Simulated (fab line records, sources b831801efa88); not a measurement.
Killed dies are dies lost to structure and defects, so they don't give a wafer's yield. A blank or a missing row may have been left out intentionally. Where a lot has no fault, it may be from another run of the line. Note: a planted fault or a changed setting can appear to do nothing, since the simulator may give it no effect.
Check of tool commonality | flow sky130 | Sampled: 10 lots, 42 wafers

== REASON FOR OPENING ==
At SKY_LDD_P_TW_MEAS_11 the reading LDD_P_TW is flagged on 4 of 10 lots. Fault-free wafers read 638, with a standard deviation of 4.4.
Rule: a lot is flagged when every wafer of it that has a number lies more than 4 standard deviations from that mean, or none has a number. All remaining lots are regarded as sound.

lot  | measured     | on            | LDD_P_TW, wafer by wafer      | flag
L377 | day 19 11:41 | film metro-02 | 643 647 641                   |
L376 | day 19 14:29 | film metro-04 | 637 636 637                   |
L378 | day 19 18:52 | film metro-01 | 634 632 629                   |
L379 | day 19 21:59 | film metro-02 | 646 644 643                   |
L380 | day 20 04:32 | film metro-04 | 636 637 638                   |
L381 | day 20 16:52 | film metro-02 | 640 640 638                   |
L382 | day 21 07:14 | film metro-02 | 1055 1056 1060 1059 1056 1055 | FLAGGED
L383 | day 21 22:26 | film metro-02 | 1055 1064 1061 1058 1053 1057 | FLAGGED
L384 | day 22 10:20 | film metro-02 | 1058 1062 1058 1059 1057 1059 | FLAGGED
L385 | day 23 02:07 | film metro-01 | 1053 1049 1043 1052 1046 1049 | FLAGGED
On average the flagged lots' numbers are 1056, which is +418 against the usual, or +95 standard deviations.

== TOOL THAT RAN EACH LOT ==
The record holds 1 process step before the reading, out of a route of 708 steps. Cell contents, in order: the tool; ch with the chambers the sampled wafers went through; the start.
lot  | flag    | SKY_LDD_P_IMPLANT_09
L377 |         | implanter-04 ch 0, day 19 11:26
L376 |         | implanter-03 ch 0, day 19 14:16
L378 |         | implanter-03 ch 0, day 19 18:37
L379 |         | implanter-03 ch 0, day 19 21:45
L380 |         | implanter-01 ch 0, day 20 04:19
L381 |         | implanter-03 ch 0, day 20 16:37
L382 | FLAGGED | implanter-04 ch 0, day 21 06:59
L383 | FLAGGED | implanter-04 ch 0, day 21 22:11
L384 | FLAGGED | implanter-04 ch 0, day 22 10:08
L385 | FLAGGED | implanter-01 ch 0, day 23 01:52
What is done by these steps:
- SKY_LDD_P_IMPLANT_09
- SKY_LDD_P_TW_MEAS_11

== FLAGGED AGAINST TOTAL, ONE TOOL AT A TIME (gauges that did the reading follow at the end) ==
step                 | tool          | lots run | flagged | share of the flagged lots | sound lots run after its first flagged lot
SKY_LDD_P_IMPLANT_09 | implanter-01  | 2        | 1       | some                      | 0
SKY_LDD_P_IMPLANT_09 | implanter-03  | 4        | 0       | none                      | -
SKY_LDD_P_IMPLANT_09 | implanter-04  | 4        | 3       | some                      | 0
SKY_LDD_P_TW_MEAS_11 | film metro-01 | 2        | 1       | some                      | 0
SKY_LDD_P_TW_MEAS_11 | film metro-02 | 6        | 3       | some                      | 0
SKY_LDD_P_TW_MEAS_11 | film metro-04 | 2        | 0       | none                      | -

== WHAT THE TABLE ALLOWS ==
No row of the table ran every flagged lot.

== WHAT THE SIMULATOR HAD PUT IN ==
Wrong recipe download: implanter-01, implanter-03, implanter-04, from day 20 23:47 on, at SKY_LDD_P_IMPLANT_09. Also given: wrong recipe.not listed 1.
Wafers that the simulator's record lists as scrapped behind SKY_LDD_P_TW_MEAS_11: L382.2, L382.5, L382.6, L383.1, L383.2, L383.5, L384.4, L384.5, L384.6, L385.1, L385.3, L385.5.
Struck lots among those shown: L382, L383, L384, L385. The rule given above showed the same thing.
